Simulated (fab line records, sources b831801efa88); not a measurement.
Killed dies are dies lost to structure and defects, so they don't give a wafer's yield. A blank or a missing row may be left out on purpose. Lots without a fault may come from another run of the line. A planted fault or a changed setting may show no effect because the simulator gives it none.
One fault seen from 2 desks | flow gf180mcu | each desk has only its own numbers; what lay behind them comes last

THE TOOL OWNER'S DESK: rie_metal-01
The tool's own readings at GF_TOP_METAL_METAL_ETCH_16 (etches the open film in Cl2/BCl3, stops on SiO2, target depth 1197 nm, time 199.5 s): means of the sampled wafers that have a number, for each lot that ran on this tool. A lot is out of limits, marked OUT, if its mean lies more than 4 standard deviations from the usual mean; the brackets give that distance.
Columns: A = drypump_motor_current_A at GF_TOP_METAL_METAL_ETCH_16, usual 5.6 A; B = mfc_cl2_sccm at GF_TOP_METAL_METAL_ETCH_16, usual 79.99 sccm; C = oes_product_au at GF_TOP_METAL_METAL_ETCH_16, usual 0.991 a.u.; D = rf_fwd_power_W at GF_TOP_METAL_METAL_ETCH_16, usual 797.3 W; E = throttle_valve_pct at GF_TOP_METAL_METAL_ETCH_16, usual 28.229 %
lot  | first seen here | A   | B     | C     | D               | E
L228 | day 28 18:38    | 6.1 | 79.97 | 0.992 | 800.3           | 28.229
L229 | day 29 04:23    | 6.2 | 79.68 | 0.998 | 796.7           | 28.222
L230 | day 29 10:26    | 6.2 | 79.73 | 0.993 | 795.1           | 28.228
L232 | day 30 08:44    | 6.1 | 79.86 | 0.994 | 796.0           | 28.221
L234 | day 30 21:50    | 6.1 | 80.17 | 0.997 | 795.6           | 28.221
L235 | day 31 03:35    | 5.9 | 79.90 | 0.980 | 796.1           | 28.235
L243 | day 33 07:34    | 6.0 | 80.16 | 0.998 | 884.8 (+34) OUT | 28.229
L244 | day 33 12:36    | 6.1 | 79.83 | 0.993 | 838.8 (+16) OUT | 28.224
This desk's finding: out of limits on L243, L244; first on L243, day 33 07:34 (rf_fwd_power_W at GF_TOP_METAL_METAL_ETCH_16). In limits: L228, L229, L230, L232, L234, L235.

THE METROLOGY DESK
What the gauges read, lot by lot, whatever tool the lot ran on: means of the sampled wafers that have a number. A lot is out of limits, marked OUT, if its mean lies more than 4 standard deviations from the usual mean; the brackets give that distance.
Columns: A = TOP_METAL_OVL at GF_TOP_METAL_OVL_MEAS_15, usual -1.9 nm
lot  | first seen here | A
L226 | day 28 01:25    | -3.1
L228 | day 28 18:36    | -1.5
L229 | day 29 04:18    | -1.5
L230 | day 29 10:24    | -1.5
L232 | day 30 08:41    | -2.6
L234 | day 30 21:49    | -1.8
L235 | day 31 03:33    | -1.7
L243 | day 33 07:32    | -2.2
L244 | day 33 12:31    | -1.5
L245 | day 33 13:45    | -1.6
L248 | day 34 03:22    | 0.1
This desk's finding: nothing out of limits on any of the 11 lots.

PUT TOGETHER
The tool owner's desk could have raised an alarm at day 33 07:34, on L243, L244.
The metrology desk saw nothing out of limits.
The metrology desk has L243, L244 on record, within its limits.
Of the lots named, all ran GF_TOP_METAL_METAL_ETCH_16 on rie_metal-01.

WHAT THE SIMULATOR HAD PUT IN
Process parameter drift: rie_metal-01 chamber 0, from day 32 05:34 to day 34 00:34, at GF_TOP_METAL_METAL_ETCH_16. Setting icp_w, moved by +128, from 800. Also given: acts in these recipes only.
Lots struck among those shown: L243, L244.
Hours from the fault's start to each desk's first reading out of limits: the tool owner's desk, 26.
